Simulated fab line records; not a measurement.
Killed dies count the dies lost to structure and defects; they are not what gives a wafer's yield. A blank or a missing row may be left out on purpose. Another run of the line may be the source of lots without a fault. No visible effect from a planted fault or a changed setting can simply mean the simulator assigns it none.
Problem report in the 8D (eight disciplines) form, filled by code + flow gf180mcu + the parts of the form that need people (team, actions taken, sign-off) are left out

## 1. THE ISSUE
Mean LVPWELL_RS at GF_VT_IMPLANT_RS_MEAS_48: 1212 ohm/sq over 3 wafers in 3 lots; fault-free wafers: 1196 ohm/sq, standard deviation 3. That puts it +5.3 standard deviations away from the usual mean.
The step: measures by four-point-probe.
Seen first at day 13 05:55 on film_metro-03, wafer L842.3. Wafers with a number at this step in the record: 39, from 14 lots. Rule for "out" (also "out of limits"): further than 4 standard deviations from the usual mean. The other wafers with a number count as sound.

## 2. WHAT IT IS, AND WHAT IT ISN'T
| question                    | is                           | is not                                                                          |
|-----------------------------|------------------------------|---------------------------------------------------------------------------------|
| which readings at this step | LVPWELL_RS                   | -                                                                               |
| which lots                  | L842, L843, L844             | L822, L823, L824, L825, L826, L828, L831, L832, L834, L836, L845                |
| which wafers of those lots  | L842.3, L843.1, L844.1       | L842.5, L843.5, L844.5                                                          |
| read on which gauges        | film_metro-03, film_metro-04 | film_metro-02                                                                   |
| when                        | from day 13 05:55            | up to then (31 sound wafers); but 5 sound wafers of L843, L844, L845 came after |

## 3. THE SUSPECTS, EACH WITH WHAT RULES IT OUT
Counting: any tool at a process step up to the reading remains a suspect provided it ran every lot that is out. Sound lots after the first of them don't rule it out here, since some wafers of a struck lot are sound.
- the gauge at GF_VT_IMPLANT_RS_MEAS_48 is ruled out. The wafers that are out were read on 2 gauges (film_metro-03, film_metro-04).
- implanter-01 at GF_LVPWELL_IMPLANT_08: kept. It processed each lot that is out (first: L842, day 8 15:02); up to then, its last sound lot is L836 (day 7 08:53).
Remaining after the count: implanter-01 at GF_LVPWELL_IMPLANT_08.

## 4. THE CAUSE (what the simulator had put in)
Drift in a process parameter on implanter-01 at GF_LVPWELL_IMPLANT_08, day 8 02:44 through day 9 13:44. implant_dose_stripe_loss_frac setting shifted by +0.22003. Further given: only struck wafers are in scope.
Counting left only this tool.

## 5. SEQUENCE OF EFFECTS, ordered by route
One row per reading whose mean, taken over the struck wafers that have a number, lies over 3 standard deviations from the usual. Only readings whose record carries a usual standard deviation are examined. hours: median over the lots of the time between each lot's start at the first step of this table that gives one and its start at this step. sigmas: the change, counted in usual standard deviations.
| hours | step                     | reading    | usual       | on struck wafers | change | sigmas |
|-------|--------------------------|------------|-------------|------------------|--------|--------|
| 0     | GF_VT_IMPLANT_RS_MEAS_48 | LVPWELL_RS | 1196 ohm/sq | 1212             | +16    | +5.3   |
Later steps that measure or inspect, where all struck wafers having a row at the step show a number for every such reading and not one has moved that far: GF_CONTACT_THK_MEAS_01.

## 6. WHAT WOULD HAVE CAUGHT IT SOONER
123 hours passed between the start of the fault at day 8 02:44 and the first reading out of limits at a measuring or inspecting step in this record, taken at day 13 05:55.
An alarm limit of 4 standard deviations would not have fired on the tool readings at GF_LVPWELL_IMPLANT_08 for which the record gives a usual standard deviation, since none of them was out on any struck wafer.
By day 13 05:55 the whole set of lots that are out, 3 in number, had already begun GF_LVPWELL_IMPLANT_08 on implanter-01. A hold on the tool at that time would have spared none of them.
